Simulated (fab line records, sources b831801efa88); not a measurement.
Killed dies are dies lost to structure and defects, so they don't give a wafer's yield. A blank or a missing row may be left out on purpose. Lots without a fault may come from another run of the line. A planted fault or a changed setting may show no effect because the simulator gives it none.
Which tool did it? | flow sky130 | 6 lots, 18 wafers sampled, at 4 steps of a route of 708

WHAT THE GAUGES READ, wafer by wafer
SKY_PASSIVATION_THK_MEAS_03.
lot  | measured     | on            | PASSIVATION_CVD_02_THK (nm)
L124 | day 44 10:45 | film_metro-03 | 539 537 540
L127 | day 45 08:43 | film_metro-01 | 529 529 542
L129 | day 45 21:24 | film_metro-01 | 538 538 549
L131 | day 46 17:35 | film_metro-04 | 542 543 540
L135 | day 47 08:14 | film_metro-01 | 549 552 546
L142 | day 48 20:03 | film_metro-04 | 542 532 541

WHICH TOOL RAN EACH LOT (tool, then ch and the chambers of the sampled wafers, then the start)
lot  | SKY_METAL1_STRIP_21             | SKY_METAL4_SPUTTER_01        | SKY_METAL5_SPUTTER_00
L124 | wet_bench-02 ch 1, day 33 08:28 | pvd_sputter-03, day 40 07:41 | pvd_sputter-01, day 43 10:42
L127 | wet_bench-03 ch 1, day 34 09:43 | pvd_sputter-04, day 41 07:52 | pvd_sputter-02, day 44 09:19
L129 | wet_bench-02 ch 1, day 35 02:59 | pvd_sputter-02, day 42 00:55 | pvd_sputter-03, day 44 23:29
L131 | wet_bench-01 ch 3, day 36 08:13 | pvd_sputter-03, day 43 00:57 | pvd_sputter-01, day 45 22:37
L135 | wet_bench-02 ch 3, day 37 00:31 | pvd_sputter-02, day 43 12:22 | pvd_sputter-02, day 46 11:05
L142 | wet_bench-02 ch 2, day 39 01:55 | pvd_sputter-02, day 45 07:16 | pvd_sputter-02, day 47 23:40
- SKY_METAL1_STRIP_21: strips in post etch residue remover, time 1200 s.
- SKY_METAL4_SPUTTER_01: material TiN, target thk 20 nm, time 16.7 s.
- SKY_METAL5_SPUTTER_00: material Ti, target thk 15 nm, time 10 s.

THE ANSWER, worked out from the rows above alone
Rule: what is usual is taken from the lots themselves. Put in order of their means at a reading, lots are off if they are a third of the lots or fewer, leave a main group of 4 or more, and stand apart from it by a gap of 3 or more times the standard deviation of the main group's means; of several such gaps the widest counts. A main group whose means are all the same, to the digits that the tables above print for the reading, isn't used. A lot without any number at a reading at which 4 lots or more have one is off too. The other lots that the step has rows for count as sound.
No lot is off at any reading shown: from this, nothing can be told.

WHAT THE SIMULATOR HAD PUT IN
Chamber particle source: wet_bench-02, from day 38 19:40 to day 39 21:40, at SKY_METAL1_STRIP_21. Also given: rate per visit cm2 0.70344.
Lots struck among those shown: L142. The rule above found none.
